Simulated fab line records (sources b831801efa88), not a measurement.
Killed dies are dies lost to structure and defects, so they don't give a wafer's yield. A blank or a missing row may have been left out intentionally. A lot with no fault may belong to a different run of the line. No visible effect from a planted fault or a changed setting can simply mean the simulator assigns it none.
Struck lot and sound lot, side by side + flow sky130 + 16 out of 708 route steps
Sound: the wafers L764.2, L764.3, L764.4. The struck wafers were L757.1, L757.5, L757.6. Last of all comes the cause.
Per side, at each step with rows, come the tool, then ch with its chambers, and then its first start. Under that, the readings that differ: sound wafers + struck wafers + difference of the means + sigmas: that difference in standard deviations of wafers without a fault.
alike: same words and numbers on both sides, and readings whose means sit less than 2 such deviations apart. not compared: any withheld reading, any reading some wafer has no value for, any bound like >300 that may hide the same value, and any number with overlapping values for which the record gives no deviation.
Wherever a step has rows on one side only, a row that says differs or no value, or a row with sigmas, the two part there. Numbers that don't overlap but have no deviation are shown without sigmas and don't part them. A reading that every wafer of one side lacks parts them only if that side has two wafers or more.

first, 3 steps without rows for these wafers: SKY_METAL1_EXPOSE_12 (exposes mask MM1, target cd 140 nm); SKY_METAL1_PEB_13; SKY_METAL1_DEVELOP_14 (develop time 60 s).
SKY_METAL1_CD_MEAS_15: target cd 140 nm.
  sound on cdSem-02, day 38 05:08; struck on cdSem-01, day 37 05:14
  alike: cdNm
SKY_METAL1_OVL_MEAS_16:
  sound on overlay-02, day 38 05:14; struck on overlay-02, day 37 05:21
  alike: METAL1_OVL
SKY_METAL1_DESCUM_17: chemistry O2, time 8 s.
  sound on rieMetal-03 ch 0,1, day 38 05:16; struck on rieMetal-03 ch 0,1, day 37 05:23
  alike: drypumpMotorCurrentA, oesProductAu
  not compared: rfHoursCounterH
SKY_METAL1_ETCH_18: etches BARC in N2/H2, stops on SiO2, time 45.9 s, target depth 60 nm.
  sound on rieMetal-03 ch 0,1, day 38 05:18; struck on rieMetal-03 ch 0,1, day 37 05:25
  alike: drypumpMotorCurrentA, h2FlowSccm, oesProductAu, throttleValvePct
  not compared: rfHoursCounterH
SKY_METAL1_METAL_ETCH_19: etches the open film in Cl2/BCl3, stops on SiO2, target depth 360 nm, time 78 s.
  sound on rieMetal-03 ch 0,1, day 38 05:22; struck on rieMetal-03 ch 0,1, day 37 05:29
  alike: drypumpMotorCurrentA, oesProductAu, throttleValvePct
  not compared: rfHoursCounterH
SKY_METAL1_STRIP_20: strips in O2/N2.
  sound on plasmaAsher-03 ch 0,1, day 38 05:28; struck on plasmaAsher-03 ch 0,1, day 37 05:35
  alike: drypumpMotorCurrentA, oesProductAu, stripTimeToEndpointS
  not compared: rfHoursCounterH
then, 3 steps without rows for these wafers: SKY_METAL1_STRIP_21 (strips in post etch residue remover, time 1200 s); SKY_METAL1_CLEAN_22 (cleans in IPA, time 180 s); SKY_METAL1_CLEAN_23 (cleans in O3/DIW).
SKY_VIA1_HDPCVD_00: deposits SiO2, target thk 1030 nm, time 171.7 s.
  sound on hdpcvd-01 ch 0,1, day 38 06:07; struck on hdpcvd-02 ch 0,1, day 37 06:13
| reading                                 | sound          | struck         | difference | sigmas |
|-----------------------------------------|----------------|----------------|------------|--------|
| model.SiO2_of_VIA1_HDPCVD_00.thkNm (nm) | 1032 1032 1044 | 1330 1329 1330 | +294       |        |
SKY_VIA1_THK_MEAS_01:
  sound on filmMetro-04, day 38 06:14; struck on filmMetro-01, day 37 06:19
| reading              | sound          | struck         | difference | sigmas |
|----------------------|----------------|----------------|------------|--------|
| VIA1_HDPCVD_THK (nm) | 1031 1032 1044 | 1330 1329 1330 | +294       | +31    |
SKY_VIA1_CMP_02: polishes SiO2.
  sound on cmp-02 ch 0,1,2, day 38 06:17; struck on cmp-02 ch 2,3, day 37 06:23
  alike: motorCurrentA
-- the record jumps here: 12 days lie between the struck wafers' starts before and after (it left off in module VIA1 and takes up again in module PAD_OPEN, whose first step shown is number 708 of the route) --
SKY_PAD_OPEN_PROBE_99:
  sound on prober-02, day 49 20:36; struck on prober-02, day 49 03:23
  alike: defectLimitedYield, killed_at_M0_to_M3, killed_at_M4_up, killedAtContacts, killedAtFrontEnd, killedAtOther, killedDies, killedOpen, killedShort, sort_bin_3_pad_short, sort_bin_5_function, sort_bin_6_memory, sortNPass, sortYieldPct

## WHERE THEY PART
SKY_VIA1_THK_MEAS_01 only, going by this record. Later steps at which nothing parts them and some readings are alike: SKY_VIA1_CMP_02, SKY_PAD_OPEN_PROBE_99.

WHY: the cause the simulator had injected
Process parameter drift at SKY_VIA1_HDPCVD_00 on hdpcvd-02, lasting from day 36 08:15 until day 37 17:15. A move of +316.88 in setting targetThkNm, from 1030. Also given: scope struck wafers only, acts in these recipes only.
